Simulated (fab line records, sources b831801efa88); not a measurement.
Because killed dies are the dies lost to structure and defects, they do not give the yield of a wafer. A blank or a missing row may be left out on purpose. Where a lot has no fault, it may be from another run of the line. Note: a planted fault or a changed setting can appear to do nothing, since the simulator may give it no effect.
Problem report in the 8D (eight disciplines) form, filled by code || flow sky130 || the parts of the form that need people (team, actions taken, sign-off) are left out

== 1. WHAT WENT WRONG ==
A mean of 1247 W is read at SKY_VIA1_ETCH_15 for rf_fwd_power_W, taken on 1 wafer of 1 lot, against 1489 W (standard deviation 5.8) on wafers free of any fault. Relative to the usual mean, that is a shift of -42 standard deviations.
The step: etches SiO2 in C4F8/O2/Ar, stops on TiN, target depth 351 nm, time 54 s.
The first sign was on wafer L322.2 at day 39 01:14, on rie_diel-01. At this step, 36 wafers from 12 lots have a number in the record. Rule for "out" (also "out of limits"): further than 4 standard deviations from the usual mean. Any other wafer with a number is counted as sound.

== 2. WHAT THIS IS AND IS NOT ==
{"question": "which readings at this step", "is": "rf_fwd_power_W, oes_product_au", "is not": "-"}
{"question": "which lots", "is": "L322", "is not": "L307, L308, L309, L310, L312, L313, L314, L315, L317, L318, L319"}
{"question": "which wafers of those lots", "is": "L322.2", "is not": "L322.1, L322.3"}
{"question": "read on which tools", "is": "rie_diel-01", "is not": "rie_diel-03, rie_diel-04"}
{"question": "when", "is": "from day 39 01:14", "is not": "up to then (35 sound wafers)"}

== 3. SUSPECTS, AND WHAT RULES EACH OUT ==
Counting: if a tool at a process step up to the reading ran every lot that is out, it stays a suspect. Sound lots after the first of them don't rule it out here, since some wafers of a struck lot are sound.
- rie_diel-01 at SKY_VIA1_ETCH_14 (etches BARC in N2/H2, stops on SiO2, time 45.9 s, target depth 60 nm): kept. It processed L322, the lot that is out, at day 39 01:12, and its most recent sound lot before then was L319 at day 38 06:40.
- rie_diel-01 at SKY_VIA1_ETCH_15 (etches SiO2 in C4F8/O2/Ar, stops on TiN, target depth 351 nm, time 54 s): kept. It processed L322, the lot that is out, at day 39 01:14, and its most recent sound lot before then was L319 at day 38 06:43. Out on those wafers are its own readings of oes_product_au, rf_fwd_power_W.
- Within rie_diel-01 at SKY_VIA1_ETCH_14: the wafers that are out ran in chamber 2; their sound lot-mates ran in chambers 1, 3.
- Within rie_diel-01 at SKY_VIA1_ETCH_15: the wafers that are out ran in chamber 2; their sound lot-mates ran in chambers 1, 3.
What counting leaves: rie_diel-01 at SKY_VIA1_ETCH_14 and rie_diel-01 at SKY_VIA1_ETCH_15.

== 4. THE CAUSE (what the simulator had put in) ==
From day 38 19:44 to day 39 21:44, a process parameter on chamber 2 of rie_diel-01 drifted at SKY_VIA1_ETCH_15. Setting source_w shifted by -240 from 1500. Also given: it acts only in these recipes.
After counting, 2 suspects remain, this tool included.

== 5. THE CHAIN OF EFFECTS, in route order ==
Rows list readings where the struck wafers' mean (over those with a number) sits beyond 3 standard deviations from the usual. Readings are gone through only where the record gives a usual standard deviation; hours: the median, over the lots, of the time from a lot's start at the first step in this table giving one to that lot's start at this step; sigmas: the change measured in usual standard deviations.
{"hours": 0, "step": "SKY_VIA1_ETCH_15", "reading": "oes_product_au", "usual": "0.981 a.u.", "on struck wafers": 0.954, "change": -0.027, "sigmas": -4.8}
{"hours": 0, "step": "SKY_VIA1_ETCH_15", "reading": "rf_fwd_power_W", "usual": "1489 W", "on struck wafers": 1247, "change": -242, "sigmas": -42}
The process steps in it:
- SKY_VIA1_ETCH_15: etches SiO2 in C4F8/O2/Ar, stops on TiN, target depth 351 nm, time 54 s.

== 6. HOW IT WOULD HAVE BEEN CAUGHT EARLIER ==
6 hours passed between the start of the fault at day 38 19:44 and the first reading out of limits in this record, taken at day 39 01:14.
